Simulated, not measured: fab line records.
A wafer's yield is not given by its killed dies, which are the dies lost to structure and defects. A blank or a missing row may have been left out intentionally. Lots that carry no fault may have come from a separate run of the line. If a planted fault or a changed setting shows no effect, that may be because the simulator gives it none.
Which tool is to blame? || flow gf180mcu || 18 wafers from 6 lots sampled at 3 of the route's 602 steps

## WHAT THE GAUGES READ, wafer by wafer
GF_PSD_CD_MEAS_07: the cd target is 400 nm.
{"lot": "L130", "measured": "day 14 17:01", "on": "cd sem-01", "cd nm (nm)": "399.1 399.7 400.6"}
{"lot": "L133", "measured": "day 15 12:17", "on": "cd sem-01", "cd nm (nm)": "401.3 398.7 399.9"}
{"lot": "L138", "measured": "day 17 10:17", "on": "cd sem-02", "cd nm (nm)": "397.2 396.2 398.8"}
{"lot": "L146", "measured": "day 20 05:11", "on": "cd sem-01", "cd nm (nm)": "410.8 412.4 412.2 410.7 412.8 411.9"}
{"lot": "L150", "measured": "day 21 17:05", "on": "cd sem-01", "cd nm (nm)": "400.6 399.8 401.1"}
{"lot": "L152", "measured": "day 22 02:40", "on": "cd sem-01", "cd nm (nm)": "402.1 402.1 401.3"}

## WHICH TOOL RAN EACH LOT (tool, then ch and the chambers of the sampled wafers, then the start)
{"lot": "L130", "GF_POLY_GATE_ETCH_12": "rie diel-03 ch 0,1, day 9 15:46", "GF_PSD_COAT_02": "litho track-04 ch 0, day 14 06:35"}
{"lot": "L133", "GF_POLY_GATE_ETCH_12": "rie diel-02 ch 1,2,3, day 10 07:32", "GF_PSD_COAT_02": "litho track-01 ch 0, day 15 01:11"}
{"lot": "L138", "GF_POLY_GATE_ETCH_12": "rie diel-03 ch 0,1,3, day 11 20:47", "GF_PSD_COAT_02": "litho track-01 ch 0, day 16 22:25"}
{"lot": "L146", "GF_POLY_GATE_ETCH_12": "rie diel-03 ch 1,2,3, day 14 05:35", "GF_PSD_COAT_02": "litho track-03 ch 0, day 19 16:52"}
{"lot": "L150", "GF_POLY_GATE_ETCH_12": "rie diel-02 ch 0,2,3, day 15 09:08", "GF_PSD_COAT_02": "litho track-04 ch 0, day 21 04:52"}
{"lot": "L152", "GF_POLY_GATE_ETCH_12": "rie diel-04 ch 0,1,2, day 15 22:19", "GF_PSD_COAT_02": "litho track-01 ch 0, day 21 14:37"}
- GF_POLY_GATE_ETCH_12: etches BARC in N2/H2.
- GF_PSD_COAT_02: resist thk 1000 nm.

## THE ANSWER, worked out from the rows above alone
Rule: the lots themselves supply what counts as usual. Put in order of their means at a reading, lots are off if they are a third of the lots or fewer, leave a main group of 4 or more, and stand apart from it by a gap of 3 or more times the standard deviation of the main group's means; of several such gaps the widest counts. A main group whose means are all the same, to the digits that the tables above print for the reading, isn't used. A lot without any number at a reading at which 4 lots or more have one is off too. Any other lot the step has rows for is counted as sound.
Off at GF_PSD_CD_MEAS_07 (cd nm): L146. The main group has a mean of 399.9 nm with a standard deviation of 1.4.
A tool fits if, at a process step before that reading, it ran every lot that is off, and no sound lot after the first of them. Gauges at GF_PSD_CD_MEAS_07: tried the same way as those tools. This does not decide it: 2 tools fit, namely rie diel-03 at GF_POLY_GATE_ETCH_12 and litho track-03 at GF_PSD_COAT_02.

## WHAT WAS PUT IN BY THE SIMULATOR
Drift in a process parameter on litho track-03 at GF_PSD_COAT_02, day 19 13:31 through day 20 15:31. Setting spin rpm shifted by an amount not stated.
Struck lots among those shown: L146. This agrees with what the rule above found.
